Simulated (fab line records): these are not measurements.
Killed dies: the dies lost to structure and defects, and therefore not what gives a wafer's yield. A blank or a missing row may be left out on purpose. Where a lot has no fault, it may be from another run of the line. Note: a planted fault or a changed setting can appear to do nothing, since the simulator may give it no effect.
fab line records + flow sky130
[record]
- lots = 6
- wafers = 18
- lastDay = 50
route steps=708 shown VT_ADJUST_LVTN@104 VT_ADJUST_NCORE@119 PAD_OPEN@708
lots with no fault: from the same line, run without faults
startH: start of the lot's first displayed wafer, in hours after the record's first day + waitH: hours elapsed since this lot's preceding step + " unchanged from the row above + L1.1+2: several wafers, shown together as one row + - either no value or no given start + * or withheld: withheld + < > ~ a bound
route shown NAME@n: a module of which the file shows steps, and the number in the route of the first + usual: average and standard deviation across the fault-free wafers + same: alike in all rows + chamber/n: place in a boat + sites: each site's reading + _std_site: how widely they spread, as a standard deviation + _edge_site: the outer-site mean with the inner-site mean subtracted + radiusMm: for every site, how far away it sits from the centre of the wafer + mask NAME#n: copy n + behind: the most recent tool/chamber to have shaped the wafer + hold: why the lot went on hold/how many hours it stayed there/how the hold came to an end + device: the n, p or np transistor that did not switch + end of line: at the end of the route, the tests of the same wafers + for a step that has no rows: nothing shown but its recipe + killed: the dies lost at the first sort to structure and to defects; this is not the yield of the wafer + map: per-die view of a wafer (x killed, . not killed, _ where there is no die)
set.NAME: setting as actually run; set.NAME@STEP: the setting as run at that earlier step + model.NAME: the simulator's own value behind a step, which no gauge read
lots seen at some steps along the route; tables by step, rows by wafer
services: a tool's chamber out of use, with start hour (startH, from the record's first day; less than 0 if before it), hours out, and reason
[[steps]]
[step SKY_VT_ADJUST_LVTN_OVL_MEAS_07]
[usual]
- VT_ADJUST_LVTN_OVL = -0.9/1
| lot.wafer | tool       | chamber | startH | waitH | VT_ADJUST_LVTN_OVL[nm] |
|-----------|------------|---------|--------|-------|------------------------|
| L126.4    | overlay-02 | -       | 166.22 | -     | -1.1                   |
| L126.5    | "          | -       | "      | "     | -1.0                   |
| L126.6    | "          | -       | "      | "     | -1.0                   |
| L128.1    | overlay-01 | -       | 178.30 | -     | -0.2                   |
| L128.4    | "          | -       | "      | "     | 0.9                    |
| L128.5    | "          | -       | "      | "     | -1.6                   |
| L136.4    | overlay-01 | -       | 231.07 | -     | -0.9                   |
| L136.5    | "          | -       | "      | "     | -1.9                   |
| L136.6    | "          | -       | "      | "     | -2.8                   |
| L137.2    | overlay-01 | -       | 238.58 | -     | -2.3                   |
| L137.4    | "          | -       | "      | "     | -1.5                   |
| L137.6    | "          | -       | "      | "     | -2.8                   |
| L140.1    | overlay-01 | -       | 265.40 | -     | 0.8                    |
| L140.2    | "          | -       | "      | "     | -0.6                   |
| L140.3    | "          | -       | "      | "     | 0.3                    |
| L143.1    | overlay-02 | -       | 284.37 | -     | -0.5                   |
| L143.2    | "          | -       | "      | "     | -0.9                   |
| L143.5    | "          | -       | "      | "     | -2.9                   |
[step SKY_VT_ADJUST_LVTN_IMPLANT_08]
[recipe]
- species = B
- energyKev = 30
- doseCm2 = 1.57e+12
- tiltDeg = withheld
[step SKY_VT_ADJUST_LVTN_STRIP_09]
[recipe]
- chemistry = O2/N2
- powerW = 1400
- pressureMtorr = 1500
- platenTempC = withheld
- o2FlowSccm = 3000
- n2FlowSccm = 300
- overashFraction = 0.5
[usual]
- drypumpMotorCurrentA = 5.9/0.36
- oesProductAu = 0.722/0.0052
- stripTimeToEndpointS = 36.96/0.1
| lot.wafer | tool           | chamber | startH | waitH | drypumpMotorCurrentA | oesProductAu | rfHoursCounterH | stripTimeToEndpointS |
|-----------|----------------|---------|--------|-------|----------------------|--------------|-----------------|----------------------|
| L126.4    | plasmaAsher-04 | 1       | 166.42 | 0.1   | 6.0                  | 0.726        | -               | 36.84                |
| L126.5    | "              | 1       | "      | "     | 6.0                  | 0.724        | -               | 36.89                |
| L126.6    | "              | 0       | "      | "     | 5.7                  | 0.725        | -               | 36.78                |
| L128.1    | plasmaAsher-01 | 0       | 178.49 | 0.1   | 5.3                  | 0.720        | 52              | 36.85                |
| L128.4    | "              | 0       | "      | "     | 5.3                  | 0.719        | -               | 36.75                |
| L128.5    | "              | 0       | "      | "     | 5.3                  | 0.723        | -               | 36.95                |
| L136.4    | plasmaAsher-01 | 0       | 231.27 | 0.1   | 5.3                  | 0.719        | -               | 36.96                |
| L136.5    | "              | 1       | "      | "     | 5.5                  | 0.718        | -               | 36.98                |
| L136.6    | "              | 0       | "      | "     | 5.3                  | 0.733        | -               | 37.01                |
| L137.2    | plasmaAsher-03 | 0       | 238.82 | 0.2   | 6.2                  | 0.719        | 40              | 37.03                |
| L137.4    | "              | 1       | "      | "     | 6.2                  | 0.723        | -               | 37.01                |
| L137.6    | "              | 0       | "      | "     | 6.2                  | 0.719        | -               | 37.05                |
| L140.1    | plasmaAsher-04 | 1       | 265.59 | 0.1   | 6.0                  | 0.732        | 59              | 36.99                |
| L140.2    | "              | 0       | "      | "     | 5.8                  | 0.723        | 59              | 36.98                |
| L140.3    | "              | 0       | "      | "     | 5.7                  | 0.709        | -               | 37.00                |
| L143.1    | plasmaAsher-04 | 1       | 284.56 | 0.1   | 6.0                  | 0.720        | 61              | 36.85                |
| L143.2    | "              | 0       | "      | "     | 5.7                  | 0.719        | 61              | 36.85                |
| L143.5    | "              | 0       | "      | "     | 5.7                  | 0.725        | -               | 36.83                |
[step SKY_VT_ADJUST_LVTN_TW_MEAS_10]
[usual]
- VT_ADJUST_LVTN_TW = 243.1/2.5
| lot.wafer | tool         | chamber | startH | waitH | VT_ADJUST_LVTN_TW |
|-----------|--------------|---------|--------|-------|-------------------|
| L126.4    | filmMetro-01 | -       | 166.52 | 0.1   | 242.1             |
| L126.5    | "            | -       | "      | "     | 241.8             |
| L126.6    | "            | -       | "      | "     | 240.9             |
| L128.1    | filmMetro-03 | -       | 178.59 | 0.1   | 245.3             |
| L128.4    | "            | -       | "      | "     | 246.0             |
| L128.5    | "            | -       | "      | "     | 247.3             |
| L136.4    | filmMetro-03 | -       | 231.37 | 0.1   | 246.8             |
| L136.5    | "            | -       | "      | "     | 246.9             |
| L136.6    | "            | -       | "      | "     | 246.1             |
| L137.2    | filmMetro-01 | -       | 238.93 | 0.1   | 240.6             |
| L137.4    | "            | -       | "      | "     | 238.3             |
| L137.6    | "            | -       | "      | "     | 240.3             |
| L140.1    | filmMetro-03 | -       | 265.69 | 0.1   | 244.7             |
| L140.2    | "            | -       | "      | "     | 245.4             |
| L140.3    | "            | -       | "      | "     | 244.8             |
| L143.1    | filmMetro-01 | -       | 284.66 | 0.1   | 240.5             |
| L143.2    | "            | -       | "      | "     | 240.3             |
| L143.5    | "            | -       | "      | "     | 240.3             |
[step SKY_VT_ADJUST_LVTN_DEHYDRATE_11]
[recipe]
- tempC = 200
- timeS = 60
[step SKY_VT_ADJUST_LVTN_HMDS_12]
[recipe]
- primeTimeS = 60
- primeTempC = 120
[step SKY_VT_ADJUST_LVTN_COAT_13]
[recipe]
- resist = NOVOLAK
- spinRpm = 3000
- resistThkNm = 1140
[step SKY_VT_ADJUST_LVTN_SOFTBAKE_14]
[recipe]
- tempC = 90
- timeS = 60
- resist = NOVOLAK
[step SKY_VT_ADJUST_LVTN_EXPOSE_15]
[recipe]
- maskId = HVN_STD_DERIVED
- na = 0.6
- sourceShape = conventional
- sigmaOuter = 0.6
- polarization = unpolarized
- targetCdNm = 600
- doseMj = 163
[step SKY_VT_ADJUST_LVTN_PEB_16]
[recipe]
- tempC = withheld
- timeS = *
- resist = NOVOLAK
[step SKY_VT_ADJUST_LVTN_DEVELOP_17]
[recipe]
- resist = NOVOLAK
- developer = TMAH
- developTimeS = 60
- devTempC = 23
[step SKY_VT_ADJUST_LVTN_OVL_MEAS_18]
[usual]
- VT_ADJUST_LVTN_01_OVL = -1.1/1.2
| lot.wafer | tool       | chamber | startH | waitH | VT_ADJUST_LVTN_01_OVL[nm] |
|-----------|------------|---------|--------|-------|---------------------------|
| L126.4    | overlay-01 | -       | 187.32 | 0.1   | -0.9                      |
| L126.5    | "          | -       | "      | "     | -0.6                      |
| L126.6    | "          | -       | "      | "     | -2.5                      |
| L128.1    | overlay-01 | -       | 199.87 | 0.1   | -0.2                      |
| L128.4    | "          | -       | "      | "     | -0.5                      |
| L128.5    | "          | -       | "      | "     | 1.0                       |
| L136.4    | overlay-01 | -       | 253.92 | 0.1   | -1.8                      |
| L136.5    | "          | -       | "      | "     | 0.0                       |
| L136.6    | "          | -       | "      | "     | -1.3                      |
| L137.2    | overlay-01 | -       | 262.11 | 0.1   | -1.4                      |
| L137.4    | "          | -       | "      | "     | -1.8                      |
| L137.6    | "          | -       | "      | "     | -1.7                      |
| L140.1    | overlay-02 | -       | 290.10 | 0.1   | -0.1                      |
| L140.2    | "          | -       | "      | "     | -2.5                      |
| L140.3    | "          | -       | "      | "     | -2.3                      |
| L143.1    | overlay-01 | -       | 307.47 | 0.1   | -1.0                      |
| L143.2    | "          | -       | "      | "     | -1.5                      |
| L143.5    | "          | -       | "      | "     | -2.1                      |
[step SKY_VT_ADJUST_LVTN_IMPLANT_19]
[recipe]
- species = B
- energyKev = 30
- doseCm2 = 6.5e+11
- tiltDeg = withheld
[usual]
- doseIonsCm2 = 6.498e+11/6.6e+08
- endStationPressureTorr = 5.01e-06/2.8e-07
- faradayCurrentUA = 3.67/0.076
| lot.wafer | tool         | chamber | startH | waitH | doseIonsCm2 | endStationPressureTorr | faradayCurrentUA |
|-----------|--------------|---------|--------|-------|-------------|------------------------|------------------|
| L126.4    | implanter-03 | 0       | 187.42 | 0.1   | 6.494e+11   | 4.98e-06               | 3.66             |
| L126.5    | "            | 0       | "      | "     | 6.495e+11   | 5.06e-06               | 3.64             |
| L126.6    | "            | 0       | "      | "     | 6.506e+11   | 5.64e-06               | 3.66             |
| L128.1    | implanter-01 | 0       | 199.91 | 0.0   | 6.502e+11   | 4.6e-06                | 3.59             |
| L128.4    | "            | 0       | "      | "     | 6.494e+11   | 5.23e-06               | 3.64             |
| L128.5    | "            | 0       | "      | "     | 6.498e+11   | 5.06e-06               | 3.74             |
| L136.4    | implanter-03 | 0       | 254.01 | 0.1   | 5.181e+11   | 4.97e-06               | 2.95             |
| L136.5    | "            | 0       | "      | "     | 5.179e+11   | 5.28e-06               | 2.85             |
| L136.6    | "            | 0       | "      | "     | 5.186e+11   | 5.26e-06               | 2.88             |
| L137.2    | implanter-03 | 0       | 262.16 | 0.0   | 5.171e+11   | 4.63e-06               | 2.82             |
| L137.4    | "            | 0       | "      | "     | 5.161e+11   | 5.33e-06               | 2.86             |
| L137.6    | "            | 0       | "      | "     | 5.173e+11   | 5.12e-06               | 2.85             |
| L140.1    | implanter-04 | 0       | 290.14 | 0.0   | 6.484e+11   | 5.63e-06               | 3.73             |
| L140.2    | "            | 0       | "      | "     | 6.497e+11   | 5.11e-06               | 3.68             |
| L140.3    | "            | 0       | "      | "     | 6.477e+11   | 5.61e-06               | 3.72             |
| L143.1    | implanter-01 | 0       | 307.51 | 0.0   | 6.485e+11   | 4.97e-06               | 3.68             |
| L143.2    | "            | 0       | "      | "     | 6.503e+11   | 4.79e-06               | 3.71             |
| L143.5    | "            | 0       | "      | "     | 6.494e+11   | 5.22e-06               | 3.62             |
[step SKY_VT_ADJUST_LVTN_STRIP_20]
[recipe]
- chemistry = O2/N2
- powerW = 1400
- pressureMtorr = 1500
- platenTempC = withheld
- o2FlowSccm = 3000
- n2FlowSccm = 300
- overashFraction = 0.5
[usual]
- drypumpMotorCurrentA = 5.7/0.32
- oesProductAu = 0.715/0.0046
- stripTimeToEndpointS = 14.16/0.036
| lot.wafer | tool           | chamber | startH | waitH | drypumpMotorCurrentA | oesProductAu | rfHoursCounterH | stripTimeToEndpointS |
|-----------|----------------|---------|--------|-------|----------------------|--------------|-----------------|----------------------|
| L126.4    | plasmaAsher-01 | 1       | 187.52 | 0.1   | 5.5                  | 0.716        | -               | 14.15                |
| L126.5    | "              | 0       | "      | "     | 5.3                  | 0.711        | -               | 14.16                |
| L126.6    | "              | 1       | "      | "     | 5.5                  | 0.713        | -               | 14.11                |
| L128.1    | plasmaAsher-03 | 0       | 200.06 | 0.1   | 6.2                  | 0.718        | 35              | 14.17                |
| L128.4    | "              | 1       | "      | "     | 6.2                  | 0.717        | -               | 14.21                |
| L128.5    | "              | 1       | "      | "     | 6.2                  | 0.719        | -               | 14.21                |
| L136.4    | plasmaAsher-04 | 1       | 254.12 | 0.1   | 6.0                  | 0.721        | -               | 14.22                |
| L136.5    | "              | 0       | "      | "     | 5.7                  | 0.709        | -               | 14.20                |
| L136.6    | "              | 1       | "      | "     | 6.0                  | 0.713        | -               | 14.20                |
| L137.2    | plasmaAsher-03 | 0       | 262.29 | 0.1   | 6.2                  | 0.699        | 42              | 14.19                |
| L137.4    | "              | 0       | "      | "     | 6.3                  | 0.715        | -               | 14.15                |
| L137.6    | "              | 1       | "      | "     | 6.2                  | 0.708        | -               | 14.22                |
| L140.1    | plasmaAsher-04 | 0       | 290.29 | 0.1   | 5.8                  | 0.728        | 61              | 14.16                |
| L140.2    | "              | 1       | "      | "     | 6.0                  | 0.716        | 61              | 14.19                |
| L140.3    | "              | 1       | "      | "     | 6.0                  | 0.714        | -               | 14.21                |
| L143.1    | plasmaAsher-04 | 1       | 307.66 | 0.1   | 6.0                  | 0.715        | 63              | 14.12                |
| L143.2    | "              | 0       | "      | "     | 5.7                  | 0.715        | 63              | 14.13                |
| L143.5    | "              | 0       | "      | "     | 5.8                  | 0.714        | -               | 14.12                |
[step SKY_VT_ADJUST_LVTN_TW_MEAS_21]
[usual]
- VT_ADJUST_LVTN_2_TW = 189.5/1.9
| lot.wafer | tool         | chamber | startH | waitH | VT_ADJUST_LVTN_2_TW |
|-----------|--------------|---------|--------|-------|---------------------|
| L126.4    | filmMetro-03 | -       | 187.62 | 0.1   | 192.6               |
| L126.5    | "            | -       | "      | "     | 192.0               |
| L126.6    | "            | -       | "      | "     | 191.4               |
| L128.1    | filmMetro-01 | -       | 200.16 | 0.1   | 187.4               |
| L128.4    | "            | -       | "      | "     | 187.7               |
| L128.5    | "            | -       | "      | "     | 186.7               |
| L136.4    | filmMetro-01 | -       | 254.22 | 0.1   | 177.3               |
| L136.5    | "            | -       | "      | "     | 176.4               |
| L136.6    | "            | -       | "      | "     | 175.6               |
| L137.2    | filmMetro-03 | -       | 262.40 | 0.1   | 180.4               |
| L137.4    | "            | -       | "      | "     | 179.6               |
| L137.6    | "            | -       | "      | "     | 180.1               |
| L140.1    | filmMetro-03 | -       | 290.39 | 0.1   | 191.5               |
| L140.2    | "            | -       | "      | "     | 192.0               |
| L140.3    | "            | -       | "      | "     | 192.0               |
| L143.1    | filmMetro-02 | -       | 307.76 | 0.1   | 189.4               |
| L143.2    | "            | -       | "      | "     | 190.8               |
| L143.5    | "            | -       | "      | "     | 190.1               |
[step SKY_VT_ADJUST_NCORE_DEHYDRATE_00]
[recipe]
- tempC = 200
- timeS = 60
[step SKY_PAD_OPEN_PROBE_99]
[usual]
- killed_at_M0_to_M3 = 44/6.4
- killed_at_M4_up = 3.0/1.8
- killedAtContacts = 24/5
- killedAtFrontEnd = 16/4.3
- killedAtOther = 0.4/0.76
- killedDies = 88/8.6
- killedOpen = 47/7.2
- killedShort = 40/5.5
[same]
- grossDies = 492
- killedAtBackSide = 0
| lot.wafer | tool      | chamber | startH  | waitH | killed_at_M0_to_M3 | killed_at_M4_up | killedAtContacts | killedAtFrontEnd | killedAtOther | killedDies | killedOpen | killedShort | model.etest.resPwellUnderGate.rsOhmSq | model.etest.nfetG5v0d10v5.bodyRiseV | model.etest.nfet_16v.bodyRiseV | model.etest.nfetG5v0d10v5.vtSatV |
|-----------|-----------|---------|---------|-------|--------------------|-----------------|------------------|------------------|---------------|------------|------------|-------------|---------------------------------------|-------------------------------------|--------------------------------|----------------------------------|
| L126.4    | prober-01 | -       | 1098.26 | 0.2   | 41                 | 2               | 21               | 14               | 1             | 79         | 46         | 33          | 2288                                  | 0.6781                              | 0.6752                         | 0.7563                           |
| L126.5    | prober-01 | -       | 1098.31 | 0.2   | 41                 | 3               | 24               | 12               | 0             | 80         | 41         | 39          | 2290                                  | 0.6825                              | 0.6803                         | 0.7783                           |
| L126.6    | prober-01 | -       | 1098.36 | 0.2   | 58                 | 4               | 24               | 17               | 0             | 103        | 66         | 37          | 2302                                  | 0.6895                              | 0.6869                         | 0.7745                           |
| L128.1    | prober-01 | -       | 1117.60 | 0.1   | 33                 | 4               | 24               | 25               | 0             | 86         | 51         | 35          | 2280                                  | 0.6565                              | 0.6566                         | 0.7726                           |
| L128.4    | prober-01 | -       | 1117.75 | 0.2   | 47                 | 5               | 39               | 15               | 0             | 106        | 63         | 43          | 2270                                  | 0.6647                              | 0.6632                         | 0.7673                           |
| L128.5    | prober-01 | -       | 1117.80 | 0.2   | 40                 | 4               | 27               | 15               | 0             | 86         | 37         | 49          | 2277                                  | 0.6626                              | 0.6623                         | 0.7665                           |
| L136.4    | prober-01 | -       | 1149.67 | 0.2   | 44                 | 1               | 23               | 15               | 0             | 83         | 51         | 32          | 2307                                  | 0.6694                              | 0.6675                         | 0.7721                           |
| L136.5    | prober-01 | -       | 1149.72 | 0.2   | 43                 | 2               | 20               | 11               | 1             | 77         | 39         | 38          | 2318                                  | 0.6702                              | 0.6691                         | 0.7513                           |
| L136.6    | prober-01 | -       | 1149.77 | 0.2   | 45                 | 1               | 21               | 14               | 1             | 82         | 42         | 40          | 2282                                  | 0.6738                              | 0.6708                         | 0.7658                           |
| L137.2    | prober-02 | -       | 1154.12 | 0.1   | 35                 | 5               | 28               | 26               | 1             | 95         | 55         | 38          | 2327                                  | 0.6464                              | 0.6446                         | 0.7322                           |
| L137.4    | prober-02 | -       | 1154.22 | 0.2   | 38                 | 3               | 26               | 15               | 0             | 82         | 38         | 43          | 2326                                  | 0.6575                              | 0.657                          | 0.7366                           |
| L137.6    | prober-02 | -       | 1154.32 | 0.2   | 44                 | 1               | 22               | 18               | 0             | 85         | 45         | 40          | 2321                                  | 0.6481                              | 0.6451                         | 0.7457                           |
| L140.1    | prober-02 | -       | 1180.17 | 0.1   | 38                 | 1               | 27               | 23               | 0             | 89         | 49         | 40          | 2289                                  | 0.6577                              | 0.6599                         | 0.756                            |
| L140.2    | prober-02 | -       | 1180.22 | 0.1   | 54                 | 3               | 33               | 19               | 1             | 110        | 63         | 47          | 2287                                  | 0.6692                              | 0.6698                         | 0.7786                           |
| L140.3    | prober-02 | -       | 1180.27 | 0.2   | 43                 | 2               | 21               | 21               | 0             | 87         | 44         | 43          | 2276                                  | 0.6643                              | 0.6621                         | 0.7613                           |
| L143.1    | prober-02 | -       | 1190.37 | 0.1   | 37                 | 3               | 29               | 19               | 0             | 88         | 44         | 43          | 2283                                  | 0.6957                              | 0.6932                         | 0.7997                           |
| L143.2    | prober-02 | -       | 1190.42 | 0.1   | 45                 | 5               | 26               | 13               | 1             | 90         | 50         | 40          | 2297                                  | 0.6885                              | 0.6837                         | 0.7856                           |
| L143.5    | prober-02 | -       | 1190.57 | 0.2   | 45                 | 6               | 30               | 14               | 0             | 95         | 50         | 44          | 2312                                  | 0.6868                              | 0.6841                         | 0.7808                           |
// killed by level:class
L126.4 VIA1:geometricParticle:open=13 VIA3:geometricParticle:open=8 LI_CONTACT:geometricParticle:open=5 VIA2:geometricParticle:open=5 CONTACT:geometricParticle:short=5 CONTACT:geometricParticle:open=5 VIA1:geometricParticle:short=5 FIELD_ISO:geometricParticle:open=4
L126.5 VIA1:geometricParticle:open=8 LOCAL_INTERCONNECT:geometricParticle:short=7 VIA3:geometricParticle:open=7 CONTACT:geometricParticle:open=5 FIELD_ISO:geometricParticle:open=4 FIELD_ISO:geometricParticle:short=4 LI_CONTACT:geometricParticle:open=4 CONTACT:geometricParticle:short=4
L126.6 VIA1:geometricParticle:open=17 VIA2:geometricParticle:open=9 CONTACT:geometricParticle:open=8 LI_CONTACT:geometricParticle:open=7 VIA3:geometricParticle:open=7 METAL2:geometricParticle:short=6 FIELD_ISO:geometricParticle:open=5 POLY_GATE:geometricParticle:open=5
L128.1 FIELD_ISO:geometricParticle:short=10 CONTACT:geometricParticle:open=10 VIA3:geometricParticle:open=10 FIELD_ISO:geometricParticle:open=8 VIA1:geometricParticle:open=7 LOCAL_INTERCONNECT:geometricParticle:short=5 LI_CONTACT:geometricParticle:open=4 CONTACT:geometricParticle:short=4
L128.4 CONTACT:geometricParticle:open=18 VIA3:geometricParticle:open=10 CONTACT:geometricParticle:short=7 VIA2:geometricParticle:open=7 VIA1:geometricParticle:open=7 VIA1:geometricParticle:short=5 LI_CONTACT:geometricParticle:open=5 FIELD_ISO:geometricParticle:short=4
L128.5 VIA1:geometricParticle:open=8 CONTACT:geometricParticle:short=7 CONTACT:geometricParticle:open=7 VIA1:geometricParticle:short=6 VIA2:geometricParticle:open=6 FIELD_ISO:geometricParticle:short=5 LI_CONTACT:geometricParticle:short=5 METAL1:geometricParticle:short=5
L136.4 VIA2:geometricParticle:open=10 VIA1:geometricParticle:open=9 LI_CONTACT:geometricParticle:open=8 CONTACT:geometricParticle:open=8 VIA1:geometricParticle:short=6 POLY_GATE:geometricParticle:short=5 VIA3:geometricParticle:open=5 METAL2:geometricParticle:short=4
L136.5 VIA2:geometricParticle:open=8 LI_CONTACT:geometricParticle:open=7 METAL1:geometricParticle:short=7 METAL2:geometricParticle:short=7 CONTACT:geometricParticle:open=6 VIA1:geometricParticle:short=5 VIA2:geometricParticle:short=4 FIELD_ISO:geometricParticle:open=3
L136.6 CONTACT:geometricParticle:open=9 VIA1:geometricParticle:open=9 VIA1:geometricParticle:short=8 METAL1:geometricParticle:short=7 VIA2:geometricParticle:open=5 LI_CONTACT:geometricParticle:open=4 METAL3:geometricParticle:short=4 FIELD_ISO:geometricParticle:open=3
L137.2 CONTACT:geometricParticle:open=15 VIA1:geometricParticle:open=8 POLY_GATE:geometricParticle:short=7 VIA2:geometricParticle:open=7 LI_CONTACT:geometricParticle:open=6 VIA1:geometricParticle:short=6 FIELD_ISO:geometricParticle:short=5 METAL2:geometricParticle:short=5
L137.4 LI_CONTACT:geometricParticle:open=11 FIELD_ISO:geometricParticle:short=8 CONTACT:geometricParticle:open=7 VIA1:geometricParticle:open=7 METAL1:geometricParticle:short=6 VIA3:geometricParticle:open=5 CONTACT:geometricParticle:short=5 VIA2:geometricParticle:short=5
L137.6 CONTACT:geometricParticle:open=13 VIA2:geometricParticle:open=9 METAL1:geometricParticle:short=7 VIA1:geometricParticle:short=7 CONTACT:geometricParticle:short=6 VIA3:geometricParticle:open=6 FIELD_ISO:geometricParticle:short=5 POLY_GATE:geometricParticle:short=5
L140.1 VIA1:geometricParticle:open=10 VIA3:geometricParticle:open=10 FIELD_ISO:geometricParticle:open=8 LOCAL_INTERCONNECT:geometricParticle:short=7 CONTACT:geometricParticle:short=6 CONTACT:geometricParticle:open=6 LI_CONTACT:geometricParticle:open=5 VIA3:geometricParticle:short=5
L140.2 LI_CONTACT:geometricParticle:open=16 VIA1:geometricParticle:open=15 POLY_GATE:geometricParticle:short=8 CONTACT:geometricParticle:open=8 METAL2:geometricParticle:short=8 VIA1:geometricParticle:short=7 VIA2:geometricParticle:open=7 METAL1:geometricParticle:short=6
L140.3 VIA3:geometricParticle:open=8 VIA1:geometricParticle:open=8 VIA2:geometricParticle:short=8 LI_CONTACT:geometricParticle:open=7 LOCAL_INTERCONNECT:geometricParticle:short=7 FIELD_ISO:geometricParticle:short=6 FIELD_ISO:geometricParticle:open=5 POLY_GATE:geometricParticle:open=4
L143.1 CONTACT:geometricParticle:open=12 VIA1:geometricParticle:open=9 VIA3:geometricParticle:open=7 FIELD_ISO:geometricParticle:short=6 CONTACT:geometricParticle:short=6 VIA2:geometricParticle:open=6 POLY_GATE:geometricParticle:open=5 LOCAL_INTERCONNECT:geometricParticle:short=5
L143.2 VIA2:geometricParticle:open=9 CONTACT:geometricParticle:open=8 CONTACT:geometricParticle:short=7 VIA3:geometricParticle:open=7 LI_CONTACT:geometricParticle:open=6 VIA1:geometricParticle:open=5 METAL2:geometricParticle:short=5 METAL3:geometricParticle:short=5
L143.5 CONTACT:geometricParticle:open=12 VIA1:geometricParticle:open=12 LI_CONTACT:geometricParticle:open=7 VIA2:geometricParticle:open=7 FIELD_ISO:geometricParticle:short=5 CONTACT:geometricParticle:short=5 VIA1:geometricParticle:short=5 POLY_GATE:geometricParticle:short=4
[[services]]
| tool           | chamber | startH | hours | kind   |
|----------------|---------|--------|-------|--------|
| plasmaAsher-03 | -       | 149.88 | 24.6  | repair |
| plasmaAsher-04 | -       | 149.92 | 4.0   | repair |
| plasmaAsher-04 | -       | 153.51 | 0.8   | repair |
| plasmaAsher-01 | -       | 181.49 | 2.8   | pm     |
| implanter-01   | -       | 204.65 | 0.6   | repair |
| plasmaAsher-01 | -       | 205.48 | 0.9   | repair |
| plasmaAsher-04 | -       | 226.88 | 14.6  | pm     |
| implanter-03   | -       | 235.80 | 1.3   | repair |
| implanter-04   | -       | 258.52 | 1.2   | repair |
| implanter-01   | -       | 278.42 | 0.7   | repair |
| implanter-01   | -       | 288.25 | 2.9   | repair |
| implanter-04   | -       | 298.02 | 4.0   | pm     |
[[key]]
[firstSign]
- step = SKY_VT_ADJUST_LVTN_IMPLANT_19
- reading = doseIonsCm2
- direction = down
- sigmas = 99+
- usual = *
- struck = *
[effect]
- step = SKY_VT_ADJUST_LVTN_IMPLANT_19
- reading = faradayCurrentUA
- direction = down
- sigmas = 11
- usual = 3.67
- struck = 2.87
[effect]
- step = SKY_VT_ADJUST_LVTN_TW_MEAS_21
- reading = VT_ADJUST_LVTN_2_TW
- direction = down
- sigmas = 5.9
- usual = 189.5
- struck = 178.2
[modelEffect]
- step = SKY_PAD_OPEN_PROBE_99
- value = etest.resPwellUnderGate.rsOhmSq
- without = 2289
- struck = 2314
metAt SKY_VT_ADJUST_LVTN_IMPLANT_19
struckWafers L136.4,L136.5,L136.6,L137.2,L137.4,L137.6
testerLeftOut L136,L137
onsetBetween 187.42 254.01
[fault]
- kind = processParameterDrift
- tool = implanter-03
- chamber = -
- onsetH = 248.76
- steps = SKY_VT_ADJUST_LVTN_IMPLANT_19
- channel = doseCm2
- offset = *
- shape = step
- endH = 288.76
- actsIn = *
- stated = *
// testerLeftOut: of these lots the tester's yield and bins aren't shown, on N5 and GAA mostly nor the transistor test; their killed dies are dies lost to structure and defects alone, not to doping, threshold or leakage, so they don't give the yield
